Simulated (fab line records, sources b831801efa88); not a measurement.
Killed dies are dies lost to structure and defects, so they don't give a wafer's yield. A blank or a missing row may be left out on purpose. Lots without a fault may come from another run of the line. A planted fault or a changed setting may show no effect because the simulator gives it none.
Problem report in the 8D (eight disciplines) form, filled by code | flow sky130 | the parts of the form that need people (team, actions taken, sign-off) are left out

1. THE PROBLEM
VIA1_W_RS at SKY_VIA1_RS_MEAS_22 reads a mean of 0.681 ohm/sq on 3 wafers of 2 lots; wafers without a fault read 0.424 ohm/sq with a standard deviation of 0.0073. That is +35 standard deviations from the usual mean.
The step: measures by four-point-probe.
First seen on wafer L615.1, day 38 13:53, on film_metro-04. The record holds 30 wafers of 10 lots with a number at this step. Rule for "out", or "out of limits": more than 4 standard deviations from the usual mean. The other wafers with a number count as sound.

2. WHAT IT IS AND WHAT IT IS NOT
question                    | is                           | is not
which readings at this step | VIA1_W_RS                    | -
which lots                  | L614, L615                   | L603, L604, L605, L606, L608, L620, L621, L623
which wafers of those lots  | L614.1, L614.2, L615.1       | L614.5, L615.4, L615.5
read on which gauges        | film_metro-01, film_metro-04 | film_metro-02
when                        | from day 38 13:53            | up to then (17 sound wafers); but 10 sound wafers of L614, L620, L621, L623 came after

3. SUSPECTS, AND WHAT RULES EACH OUT
Counting: a tool at a process step up to the reading stays a suspect if it ran every lot that is out. Sound lots after the first of them don't rule it out here, since some wafers of a struck lot are sound.
- the gauge at SKY_VIA1_RS_MEAS_22: ruled out. The wafers that are out were read on 2 gauges (film_metro-01, film_metro-04).
- cvd_w-02 at SKY_VIA1_CVD_21 (deposits W, target thk 270 nm, time 80.902 s): kept. It ran every lot that is out, first L615 (day 38 13:47); its last sound lot up to then is L606 (day 36 11:45).
Left after counting: cvd_w-02 at SKY_VIA1_CVD_21.

4. THE CAUSE (what the simulator had put in)
Process parameter drift: cvd_w-02, from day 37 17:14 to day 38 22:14, at SKY_VIA1_CVD_21. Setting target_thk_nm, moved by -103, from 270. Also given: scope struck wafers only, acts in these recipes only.
Counting left only this tool.

5. THE CHAIN OF EFFECTS, in route order
Each row: a reading whose mean over the struck wafers that have a number lies more than 3 standard deviations from the usual. Only readings for which the record gives a usual standard deviation are gone through. hours: the time from each lot's start at the first step in this table that gives one to its start at this step, as a median over the lots. sigmas: the change in usual standard deviations.
hours | step                 | reading            | usual        | on struck wafers | change | sigmas
0     | SKY_VIA1_RS_MEAS_22  | VIA1_W_RS          | 0.424 ohm/sq | 0.681            | +0.257 | +35
0     | SKY_VIA1_THK_MEAS_23 | VIA1_W_THK         | 265 nm       | 167              | -98    | -19
0     | SKY_VIA1_CMP_24      | time_to_endpoint_s | 65 s         | 40               | -25    | -7.1
The process steps in it:
- SKY_VIA1_CMP_24: polishes, stops on SiO2, t overpolish 15 s, target thk 0 nm.
Later measuring or inspecting steps at which every struck wafer that the step has a row for has a number for every such reading, and none has moved that far: SKY_VIA2_BOW_MEAS_03, SKY_VIA2_THK_MEAS_23.

6. WHAT WOULD HAVE CAUGHT IT SOONER
In this record the first reading out of limits at a measuring or inspecting step was taken at day 38 13:53, 21 hours after the fault began at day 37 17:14.
Of the tool readings at SKY_VIA1_CVD_21 for which the record gives a usual standard deviation, none was out on any struck wafer, so an alarm limit of 4 standard deviations on them would not have fired.
Of the lots that are out (2), L614 began SKY_VIA1_CVD_21 on cvd_w-02 after day 38 13:53. A hold on the tool at that time would have spared it.
